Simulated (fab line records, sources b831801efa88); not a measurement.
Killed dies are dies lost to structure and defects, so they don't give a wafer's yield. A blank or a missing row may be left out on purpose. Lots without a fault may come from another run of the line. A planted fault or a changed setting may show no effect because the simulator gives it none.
Chamber matching | flow gf180mcu | GF_V3_CVD_02 on pecvd-03: 3 sister chambers
The step deposits SiO2 from TEOS, target thk 850 nm, time 94.851 s. 3 wafers are shown with their chamber, then 7 later ones without.

WAFERS WITH THEIR CHAMBER
wafer  | chamber | heater_power_w (W)
L082.5 | 1       | 685
L088.1 | 2       | 578
L088.2 | 0       | 668

WAFERS WITHOUT THEIR CHAMBER
wafer  | heater_power_w (W)
L088.4 | 585
L096.1 | 701
L096.2 | 803
L096.4 | 728
L097.1 | 662
L097.2 | 651
L097.3 | 755

WHICH CHAMBER EACH WENT THROUGH
wafer  | from the rows above          | in truth
L088.4 | can't be placed: 2 or 0 or 1 | 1
L096.1 | can't be placed: 1 or 0 or 2 | 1
L096.2 | can't be placed: 1 or 0 or 2 | 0
L096.4 | can't be placed: 1 or 0 or 2 | 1
L097.1 | can't be placed: 0 or 1 or 2 | 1
L097.2 | can't be placed: 0 or 1 or 2 | 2
L097.3 | can't be placed: 1 or 0 or 2 | 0
Placed correctly: 0 of 7. Can't be placed from these rows: 7 (the true chamber is among the candidates in 7). Placed wrongly: 0.
How it was worked out, from the rows above alone: a wafer's distance from a chamber is the root of the sum, over the readings, of the square of ((its reading less the chamber's mean) divided by the reading's scatter). The wafer belongs to the nearest chamber; if the next one is less than 2 further off, it can't be placed. A chamber's mean is the mean of its shown wafers. The scatter: with one shown wafer a chamber, the root of the mean of the squares of how far each hidden wafer lies from its nearest shown one.
